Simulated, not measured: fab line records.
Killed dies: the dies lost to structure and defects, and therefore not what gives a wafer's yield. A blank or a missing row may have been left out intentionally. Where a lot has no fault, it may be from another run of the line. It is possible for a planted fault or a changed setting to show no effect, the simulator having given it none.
Which tool was responsible? :: flow gf180mcu :: Sampling: 10 lots, 29 wafers, 5 of 602 route steps

== WHAT EACH GAUGE READ, for each wafer ==
GF_V2_RS_MEAS_24: the measuring method here is four-point-probe.
lot: L427
measured: day 20 06:11
on: filmMetro-01
V2_W_RS (ohm/sq): 0.332 0.314 0.331

lot: L429
measured: day 21 02:37
on: filmMetro-03
V2_W_RS (ohm/sq): 0.327 0.334 0.332

lot: L430
measured: day 21 18:09
on: filmMetro-04
V2_W_RS (ohm/sq): 0.334 0.337 0.329

lot: L432
measured: day 22 09:00
on: filmMetro-04
V2_W_RS (ohm/sq): 0.333 0.332 0.328

lot: L434
measured: day 22 23:52
on: filmMetro-03
V2_W_RS (ohm/sq): 0.333 0.331 0.331

lot: L435
measured: day 23 10:52
on: filmMetro-03
V2_W_RS (ohm/sq): 0.331 0.316 0.314

lot: L436
measured: day 23 19:27
on: filmMetro-03
V2_W_RS (ohm/sq): 0.320 0.322 0.317

lot: L438
measured: day 24 17:51
on: filmMetro-01
V2_W_RS (ohm/sq): 0.317 0.314 0.327

lot: L446
measured: day 26 20:18
on: filmMetro-04
V2_W_RS (ohm/sq): 0.284 0.296 0.283 0.295

lot: L448
measured: day 27 15:36
on: filmMetro-03
V2_W_RS (ohm/sq): 0.325 0.327 0.328

== EACH LOT AND THE TOOL THAT RAN IT (in order: tool; ch and the chambers of the sampled wafers; start) ==
lot: L427
GF_CONTACT_SPUTTER_22: pvdSputter-02, day 16 01:35
GF_V2_ETCH_16: rieDiel-02 ch 0,2,3, day 20 05:16
GF_V2_STRIP_18: plasmaAsher-02 ch 0,1, day 20 05:25
GF_V2_CVD_23: cvdW-02 ch 0,1, day 20 06:04

lot: L429
GF_CONTACT_SPUTTER_22: pvdSputter-03, day 16 21:23
GF_V2_ETCH_16: rieDiel-02 ch 0,1, day 21 01:44
GF_V2_STRIP_18: plasmaAsher-03 ch 0,1, day 21 01:52
GF_V2_CVD_23: cvdW-01 ch 0,1, day 21 02:30

lot: L430
GF_CONTACT_SPUTTER_22: pvdSputter-03, day 17 11:29
GF_V2_ETCH_16: rieDiel-03 ch 0,1,3, day 21 16:56
GF_V2_STRIP_18: plasmaAsher-02 ch 0,1, day 21 17:04
GF_V2_CVD_23: cvdW-01 ch 0,1, day 21 18:02

lot: L432
GF_CONTACT_SPUTTER_22: pvdSputter-04, day 18 04:05
GF_V2_ETCH_16: rieDiel-02 ch 1,2,3, day 22 08:08
GF_V2_STRIP_18: plasmaAsher-04 ch 0,1, day 22 08:16
GF_V2_CVD_23: cvdW-01 ch 0, day 22 08:53

lot: L434
GF_CONTACT_SPUTTER_22: pvdSputter-03, day 18 18:13
GF_V2_ETCH_16: rieDiel-01 ch 0,1, day 22 22:59
GF_V2_STRIP_18: plasmaAsher-02 ch 0,1, day 22 23:07
GF_V2_CVD_23: cvdW-01 ch 1, day 22 23:44

lot: L435
GF_CONTACT_SPUTTER_22: pvdSputter-03, day 19 05:44
GF_V2_ETCH_16: rieDiel-01 ch 1,3, day 23 09:58
GF_V2_STRIP_18: plasmaAsher-02 ch 0,1, day 23 10:05
GF_V2_CVD_23: cvdW-02 ch 0,1, day 23 10:44

lot: L436
GF_CONTACT_SPUTTER_22: pvdSputter-03, day 19 15:30
GF_V2_ETCH_16: rieDiel-01 ch 0,1, day 23 18:35
GF_V2_STRIP_18: plasmaAsher-03 ch 0,1, day 23 18:43
GF_V2_CVD_23: cvdW-02 ch 0, day 23 19:20

lot: L438
GF_CONTACT_SPUTTER_22: pvdSputter-04, day 20 14:16
GF_V2_ETCH_16: rieDiel-03 ch 2,3, day 24 16:59
GF_V2_STRIP_18: plasmaAsher-02 ch 0,1, day 24 17:07
GF_V2_CVD_23: cvdW-02 ch 0,1, day 24 17:44

lot: L446
GF_CONTACT_SPUTTER_22: pvdSputter-04, day 23 00:20
GF_V2_ETCH_16: rieDiel-03 ch 0,1, day 26 19:22
GF_V2_STRIP_18: plasmaAsher-02 ch 0,1, day 26 19:31
GF_V2_CVD_23: cvdW-01 ch 0,1, day 26 20:11

lot: L448
GF_CONTACT_SPUTTER_22: pvdSputter-03, day 23 19:43
GF_V2_ETCH_16: rieDiel-03 ch 1,3, day 27 14:22
GF_V2_STRIP_18: plasmaAsher-04 ch 0,1, day 27 14:29
GF_V2_CVD_23: cvdW-02 ch 1, day 27 15:28
- GF_CONTACT_SPUTTER_22: material Ti, target thk 15 nm, time 80.02 s.
- GF_V2_ETCH_16: etches BARC in N2/H2.
- GF_V2_STRIP_18: strips in O2/N2.
- GF_V2_CVD_23: deposits W, target thk 350 nm, time 104.94 s.

== THE ANSWER, worked out from the rows above alone ==
Rule: what is usual is taken from the lots themselves. Put in order of their means at a reading, lots are off if they are a third of the lots or fewer, leave a main group of 4 or more, and stand apart from it by a gap of 3 or more times the standard deviation of the main group's means; of several such gaps the widest counts. If all means in a main group match to the digits the tables above print for the reading, that group is not used. A lot without any number at a reading at which 4 lots or more have one is off too. Where the step has rows for the other lots, those lots are counted as sound.
Off: L446, seen at GF_V2_RS_MEAS_24 (V2_W_RS). For the main group the mean is 0.327 ohm/sq and the standard deviation 0.0053.
A tool fits if, at a process step before that reading, it ran every lot that is off, and no sound lot after the first of them. The gauges at GF_V2_RS_MEAS_24 are tried like those tools. Can't be told from this: 4 tools fit, pvdSputter-04 at GF_CONTACT_SPUTTER_22, plasmaAsher-02 at GF_V2_STRIP_18, cvdW-01 at GF_V2_CVD_23, filmMetro-04 at GF_V2_RS_MEAS_24.

== WHAT HAD BEEN PUT IN BY THE SIMULATOR ==
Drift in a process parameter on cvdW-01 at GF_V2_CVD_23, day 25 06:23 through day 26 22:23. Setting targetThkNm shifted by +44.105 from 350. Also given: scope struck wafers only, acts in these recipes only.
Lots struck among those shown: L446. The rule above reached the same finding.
